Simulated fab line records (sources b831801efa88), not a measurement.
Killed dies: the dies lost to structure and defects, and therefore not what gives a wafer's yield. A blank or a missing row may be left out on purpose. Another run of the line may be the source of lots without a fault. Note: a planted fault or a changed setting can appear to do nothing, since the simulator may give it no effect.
Which of the tools did it? / flow sky130 / 13 lots with 39 wafers sampled at 3 steps, on a route of 708 steps

WHAT EACH GAUGE READ, for each wafer
SKY_PWDE_OVL_MEAS_07.
lot=L828; measured=day 4 18:03; on=overlay-01; PWDE_OVL (nm)=-1.2 -1.4 -1.9
lot=L830; measured=day 5 06:13; on=overlay-02; PWDE_OVL (nm)=0.0 0.8 -0.6
lot=L829; measured=day 5 06:51; on=overlay-01; PWDE_OVL (nm)=-1.9 -3.3 -0.6
lot=L831; measured=day 5 17:39; on=overlay-01; PWDE_OVL (nm)=-1.1 -0.9 -0.7
lot=L832; measured=day 5 18:00; on=overlay-02; PWDE_OVL (nm)=-2.5 2.0 -1.5
lot=L833; measured=day 6 05:09; on=overlay-01; PWDE_OVL (nm)=-1.7 -1.6 -1.6
lot=L834; measured=day 6 05:24; on=overlay-01; PWDE_OVL (nm)=-1.1 -2.1 0.3
lot=L835; measured=day 6 12:25; on=overlay-01; PWDE_OVL (nm)=-0.7 -0.7 -2.3
lot=L837; measured=day 6 17:40; on=overlay-01; PWDE_OVL (nm)=0.9 1.0 2.6
lot=L840; measured=day 6 21:27; on=overlay-02; PWDE_OVL (nm)=0.2 0.0 0.5
lot=L843; measured=day 7 15:52; on=overlay-01; PWDE_OVL (nm)=- - -
lot=L845; measured=day 8 05:36; on=overlay-01; PWDE_OVL (nm)=-2.0 -2.5 -2.0
lot=L846; measured=day 8 08:51; on=overlay-02; PWDE_OVL (nm)=-0.6 0.4 0.0

SKY_PWDE_TW_MEAS_10.
lot=L828; measured=day 4 18:20; on=filmMetro-04; PWDE_TW=382 380 381
lot=L830; measured=day 5 06:30; on=filmMetro-02; PWDE_TW=374 374 374
lot=L829; measured=day 5 07:08; on=filmMetro-04; PWDE_TW=379 379 381
lot=L831; measured=day 5 17:56; on=filmMetro-03; PWDE_TW=371 370 370
lot=L832; measured=day 5 18:17; on=filmMetro-02; PWDE_TW=371 373 373
lot=L833; measured=day 6 05:26; on=filmMetro-03; PWDE_TW=374 372 372
lot=L834; measured=day 6 05:41; on=filmMetro-02; PWDE_TW=371 371 373
lot=L835; measured=day 6 12:42; on=filmMetro-02; PWDE_TW=370 371 371
lot=L837; measured=day 6 17:57; on=filmMetro-02; PWDE_TW=372 371 372
lot=L840; measured=day 6 21:44; on=filmMetro-02; PWDE_TW=372 373 372
lot=L843; measured=day 7 16:09; on=filmMetro-04; PWDE_TW=31 31 31
lot=L845; measured=day 8 05:53; on=filmMetro-02; PWDE_TW=373 374 373
lot=L846; measured=day 8 09:08; on=filmMetro-04; PWDE_TW=380 380 381

EACH LOT AND THE TOOL THAT RAN IT (in order: tool; ch and the chambers of the sampled wafers; start)
lot=L828; SKY_PWDE_EXPOSE_04=ilineStepper-02 ch 0, day 4 10:45
lot=L830; SKY_PWDE_EXPOSE_04=ilineStepper-02 ch 0, day 4 22:19
lot=L829; SKY_PWDE_EXPOSE_04=ilineStepper-02 ch 0, day 4 22:42
lot=L831; SKY_PWDE_EXPOSE_04=ilineStepper-02 ch 0, day 5 08:51
lot=L832; SKY_PWDE_EXPOSE_04=ilineStepper-01 ch 0, day 5 09:22
lot=L833; SKY_PWDE_EXPOSE_04=ilineStepper-01 ch 0, day 5 20:06
lot=L834; SKY_PWDE_EXPOSE_04=ilineStepper-02 ch 0, day 5 20:20
lot=L835; SKY_PWDE_EXPOSE_04=ilineStepper-01 ch 0, day 6 02:40
lot=L837; SKY_PWDE_EXPOSE_04=ilineStepper-02 ch 0, day 6 08:28
lot=L840; SKY_PWDE_EXPOSE_04=ilineStepper-02 ch 0, day 6 11:45
lot=L843; SKY_PWDE_EXPOSE_04=ilineStepper-01 ch 0, day 7 06:24
lot=L845; SKY_PWDE_EXPOSE_04=ilineStepper-01 ch 0, day 7 19:13
lot=L846; SKY_PWDE_EXPOSE_04=ilineStepper-01 ch 0, day 7 22:33
- SKY_PWDE_EXPOSE_04: exposes mask PWDEM, target cd 840 nm.

WHAT THE TOOLS THEMSELVES READ (means of the sampled wafers that have a number; where no wafer has one, the mark that the record gives instead)
SKY_PWDE_EXPOSE_04.
lot=L828; tool=ilineStepper-02; stageVelMmS (mm/s)=499.85
lot=L830; tool=ilineStepper-02; stageVelMmS (mm/s)=500.11
lot=L829; tool=ilineStepper-02; stageVelMmS (mm/s)=499.94
lot=L831; tool=ilineStepper-02; stageVelMmS (mm/s)=500.06
lot=L832; tool=ilineStepper-01; stageVelMmS (mm/s)=500.12
lot=L833; tool=ilineStepper-01; stageVelMmS (mm/s)=500.33
lot=L834; tool=ilineStepper-02; stageVelMmS (mm/s)=499.94
lot=L835; tool=ilineStepper-01; stageVelMmS (mm/s)=500.19
lot=L837; tool=ilineStepper-02; stageVelMmS (mm/s)=499.97
lot=L840; tool=ilineStepper-02; stageVelMmS (mm/s)=499.85
lot=L843; tool=ilineStepper-01; stageVelMmS (mm/s)=500.20
lot=L845; tool=ilineStepper-01; stageVelMmS (mm/s)=499.89
lot=L846; tool=ilineStepper-01; stageVelMmS (mm/s)=500.15

THE ANSWER, worked out from the rows above alone
Rule: the lots themselves supply what counts as usual. The widest of any qualifying gaps counts: lots, ordered by their means at a reading, are off when they make up no more than a third of the lots, leave a main group of 4 or more, and stand apart from it by 3 or more times the standard deviation of that group's means. A main group whose means are all the same, to the digits that the tables above print for the reading, isn't used. Also off: a lot with no number at a reading for which 4 or more lots have one. Any other lot the step has rows for is counted as sound. The gauges are gone through in route order, then the tools' own readings, and for those a lot's mean is taken as printed above. The first step at which some lot is off is used, and at that step the reading that is off furthest; a lot without a number counts as furthest.
Off: at SKY_PWDE_OVL_MEAS_07 (PWDE_OVL), L843. Without a number there: L843. The main group has a mean of -0.8 nm with a standard deviation of 1.
If a tool, at a process step before that reading, ran all the lots that are off and no sound lot after the first of them, it fits. The gauges at SKY_PWDE_OVL_MEAS_07 aren't tried: what is off there is off at SKY_PWDE_TW_MEAS_10 too, on other tools, and a gauge's error can't cause that. Not one of the candidates tried fits.

WHAT WAS PUT IN BY THE SIMULATOR
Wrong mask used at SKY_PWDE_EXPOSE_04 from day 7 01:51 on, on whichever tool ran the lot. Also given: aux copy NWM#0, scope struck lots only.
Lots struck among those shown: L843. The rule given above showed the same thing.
